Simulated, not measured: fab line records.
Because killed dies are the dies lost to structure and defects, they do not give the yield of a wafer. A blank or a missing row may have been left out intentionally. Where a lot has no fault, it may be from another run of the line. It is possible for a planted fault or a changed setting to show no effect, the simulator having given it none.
What tool caused it? ; flow sky130 ; 13 lots with 39 wafers sampled at 3 steps, on a route of 708 steps

WHAT EACH GAUGE READ, for each wafer
The record lacks any reading of a measuring or inspecting step that a usual standard deviation could be used to judge.

EACH LOT AND THE TOOL THAT RAN IT (in order: tool; ch and the chambers of the sampled wafers; start)
lot;SKY_CAPM_METAL_ETCH_13;SKY_CAPM_STRIP_14;SKY_PAD_OPEN_PROBE_99
L574;rie metal-03 ch 0,1, day 37 09:29;plasma asher-04 ch 0,1, day 37 09:34;-
L576;rie metal-04 ch 0,1, day 37 22:38;plasma asher-02 ch 0,1, day 37 22:43;-
L577;rie metal-03 ch 1, day 38 10:33;plasma asher-03 ch 1, day 38 10:38;-
L578;rie metal-03 ch 0,1, day 38 15:04;plasma asher-02 ch 0,1, day 38 15:08;-
L579;rie metal-03 ch 0,1, day 39 08:06;plasma asher-04 ch 0,1, day 39 08:11;-
L580;rie metal-04 ch 0,1, day 39 12:34;plasma asher-03 ch 0,1, day 39 12:38;-
L582;rie metal-04 ch 0,1, day 40 04:08;plasma asher-02 ch 0,1, day 40 04:13;-
L583;rie metal-04 ch 0,1, day 40 09:24;plasma asher-02 ch 0,1, day 40 09:29;-
L584;rie metal-03 ch 0,1, day 40 11:15;plasma asher-03 ch 0,1, day 40 11:20;-
L587;rie metal-04 ch 0,1, day 41 10:59;plasma asher-03 ch 1, day 41 11:04;-
L588;rie metal-04 ch 0,1, day 41 17:12;plasma asher-03 ch 0,1, day 41 17:17;prober-02, day 49 02:55
L589;rie metal-04 ch 0,1, day 42 03:32;plasma asher-04 ch 0,1, day 42 03:37;prober-01, day 49 13:06
L590;rie metal-01 ch 0,1, day 42 09:01;plasma asher-04 ch 0,1, day 42 09:05;-
- SKY_CAPM_METAL_ETCH_13: etches TiN in Cl2/BCl3, stops on SiO2, target depth 220 nm, time 62.9 s.
- SKY_CAPM_STRIP_14: strips in O2/N2.
- SKY_PAD_OPEN_PROBE_99

WHAT THE TOOLS THEMSELVES READ (means of the sampled wafers that have a number; where no wafer has one, the mark that the record gives instead)
SKY_CAPM_METAL_ETCH_13.
lot;tool;drypump motor current A (A);oes product au (a.u.);rf fwd power W (W);run length s (s);throttle valve pct (%)
L574;rie metal-03;5.5;0.938;896;91.56;21.912
L576;rie metal-04;5.6;0.944;893;91.47;21.893
L577;rie metal-03;5.4;0.949;897;91.26;21.904
L578;rie metal-03;5.6;0.933;895;91.29;21.905
L579;rie metal-03;5.5;0.940;895;91.69;21.904
L580;rie metal-04;5.9;0.947;890;91.34;21.899
L582;rie metal-04;5.9;0.932;888;91.34;21.905
L583;rie metal-04;5.9;0.938;893;91.44;21.901
L584;rie metal-03;5.6;0.949;890;91.60;21.902
L587;rie metal-04;5.9;0.943;888;91.30;21.898
L588;rie metal-04;5.6;0.961;892;87.32;21.886
L589;rie metal-04;5.6;0.968;894;87.23;21.881
L590;rie metal-01;6.2;0.931;895;90.95;21.908

SKY_CAPM_STRIP_14.
lot;tool;drypump motor current A (A);oes product au (a.u.);strip time to endpoint s (s)
L574;plasma asher-04;5.2;0.709;12.65
L576;plasma asher-02;5.5;0.706;12.69
L577;plasma asher-03;5.9;0.712;12.66
L578;plasma asher-02;5.5;0.710;12.68
L579;plasma asher-04;5.1;0.711;12.64
L580;plasma asher-03;6.2;0.708;12.60
L582;plasma asher-02;5.5;0.713;12.65
L583;plasma asher-02;5.5;0.711;12.65
L584;plasma asher-03;6.4;0.708;12.70
L587;plasma asher-03;5.9;0.709;12.69
L588;plasma asher-03;6.2;0.708;12.75
L589;plasma asher-04;5.1;0.711;12.71
L590;plasma asher-04;5.1;0.711;12.64

SKY_PAD_OPEN_PROBE_99.
lot;tool;defect limited yield (%);killed_at_M0_to_M3;killed_at_M4_up;killed at contacts;killed at front end;killed at other;killed dies;killed on rim;killed open;killed short;sort_bin_3_pad_short (%);sort_bin_5_function (%);sort_bin_6_memory (%);sort n pass;sort yield pct (%)
L588;prober-02;56.9;41;3.0;22;9;136.7;212;41;39;37;28.4;9.6;5.1;280;56.9
L589;prober-01;55.4;39;3.0;26;10;141.7;219;40;44;34;29.5;8.9;6.2;273;55.4

THE ANSWER, worked out from the rows above alone
Rule: the usual values come from the lots themselves. The widest of any qualifying gaps counts: lots, ordered by their means at a reading, are off when they make up no more than a third of the lots, leave a main group of 4 or more, and stand apart from it by 3 or more times the standard deviation of that group's means. If all means in a main group match to the digits the tables above print for the reading, that group is not used. Also off: a lot with no number at a reading for which 4 or more lots have one. Where the step has rows for the other lots, those lots are counted as sound. The gauges are gone through in route order, then the tools' own readings, and for those a lot's mean is taken as printed above. The first step at which some lot is off is used, and at that step the reading that is off furthest; a lot without a number counts as furthest.
Off, at SKY_CAPM_METAL_ETCH_13 on run length s: L588, L589. Main group: mean 91.39 s, sd 0.19.
A tool fits if, at that step or a process step before it, it ran every lot that is off, and no sound lot after the first of them. One candidate fits, namely rie metal-04 at SKY_CAPM_METAL_ETCH_13. Its last sound lot is L587 (day 41 10:59), its first lot that is off L588 (day 41 17:12): a fault that began between those two fits.
The tool's own readings at SKY_CAPM_METAL_ETCH_13 bear it out: on the lots that are off they differ by more than 5 times the standard deviation of the sound lots' means. run length s reads 87.28 s there against 91.39 s on the sound lots.

WHAT HAD BEEN PUT IN BY THE SIMULATOR
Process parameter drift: rie metal-04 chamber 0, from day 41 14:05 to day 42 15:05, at SKY_CAPM_METAL_ETCH_13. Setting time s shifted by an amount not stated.
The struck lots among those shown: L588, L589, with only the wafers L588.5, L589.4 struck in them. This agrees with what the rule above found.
